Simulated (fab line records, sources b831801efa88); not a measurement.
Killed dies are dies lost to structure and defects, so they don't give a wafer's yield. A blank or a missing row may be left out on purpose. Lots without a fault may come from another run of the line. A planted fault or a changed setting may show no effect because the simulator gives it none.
Problem report in the 8D (eight disciplines) form, filled by code | flow gf180mcu | the parts of the form that need people (team, actions taken, sign-off) are left out

1. THE PROBLEM
MVSD_TW at GF_MVSD_TW_MEAS_11 reads a mean of 1680 on 9 wafers of 3 lots; wafers without a fault read 1574 with a standard deviation of 12. That is +8.8 standard deviations from the usual mean.
First seen on wafer L526.1, day 7 13:33, on film_metro-04. The record holds 39 wafers of 13 lots with a number at this step. Rule for "out", or "out of limits": more than 4 standard deviations from the usual mean. The other wafers with a number count as sound.

2. WHAT IT IS AND WHAT IT IS NOT
question                    | is                                          | is not
which readings at this step | MVSD_TW                                     | -
which lots                  | L526, L529, L531                            | L513, L514, L518, L520, L521, L523, L525, L527, L528, L536
which wafers of those lots  | all that have a number                      | -
read on which gauges        | film_metro-01, film_metro-02, film_metro-04 | -
when                        | from day 7 13:33                            | up to then (21 sound wafers); but 9 sound wafers of L527, L528, L536 came after

3. SUSPECTS, AND WHAT RULES EACH OUT
Counting: a tool at a process step up to the reading stays a suspect if it ran every lot that is out and no sound lot after the first of them.
- the gauge at GF_MVSD_TW_MEAS_11: ruled out. The wafers that are out were read on 3 gauges (film_metro-01, film_metro-02, film_metro-04).
- implanter-02 at GF_MVSD_IMPLANT_08: kept. It ran every lot that is out, first L526 (day 7 13:09), and no sound lot after that; its last sound lot up to then is L525 (day 7 09:03). Its own readings are out on those wafers: beam_on_s, end_station_pressure_torr, faraday_current_uA.
Left after counting: implanter-02 at GF_MVSD_IMPLANT_08.

4. THE CAUSE (what the simulator had put in)
Process parameter drift: implanter-02, from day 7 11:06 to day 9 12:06, at GF_MVSD_IMPLANT_08. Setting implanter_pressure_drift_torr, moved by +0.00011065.
Process parameter drift: implanter-02, from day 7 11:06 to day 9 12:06, at GF_MVSD_IMPLANT_08. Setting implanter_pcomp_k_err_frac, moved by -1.
Counting left only this tool.

5. THE CHAIN OF EFFECTS, in route order
Each row: a reading whose mean over the struck wafers that have a number lies more than 3 standard deviations from the usual. Only readings for which the record gives a usual standard deviation are gone through. hours: the time from each lot's start at the first step in this table that gives one to its start at this step, as a median over the lots. sigmas: the change in usual standard deviations.
hours | step                     | reading                   | usual         | on struck wafers | change    | sigmas
0     | GF_MVSD_IMPLANT_08       | beam_on_s                 | 10.02 s       | 12.61            | +2.59     | +14
0     | GF_MVSD_IMPLANT_08       | end_station_pressure_torr | 5.05e-06 Torr | 1.12e-04         | +1.07e-04 | +99 or more
0     | GF_MVSD_IMPLANT_08       | faraday_current_uA        | 90.0          | 72.4             | -17.6     | -10
0     | GF_MVSD_TW_MEAS_11       | MVSD_TW                   | 1574          | 1680             | +106      | +8.8
91    | GF_VT_IMPLANT_RS_MEAS_46 | MVSD_RS                   | 456.7 ohm/sq  | 406.2            | -50.5     | -42
The process steps in it:
- GF_MVSD_IMPLANT_08
Later measuring or inspecting steps at which every struck wafer that the step has a row for has a number for every such reading, and none has moved that far: GF_MVPSD_OVL_MEAS_07.

6. WHAT WOULD HAVE CAUGHT IT SOONER
In this record the first reading out of limits at a measuring or inspecting step was taken at day 7 13:33, 2 hours after the fault began at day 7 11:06.
The tool's own readings at GF_MVSD_IMPLANT_08 were out on every struck wafer that the step has a row for (beam_on_s, end_station_pressure_torr, faraday_current_uA): an alarm limit on them would have fired on the first of those.
Of the lots that are out (3), L529, L531 began GF_MVSD_IMPLANT_08 on implanter-02 after day 7 13:33. A hold on the tool at that time would have spared those 2.
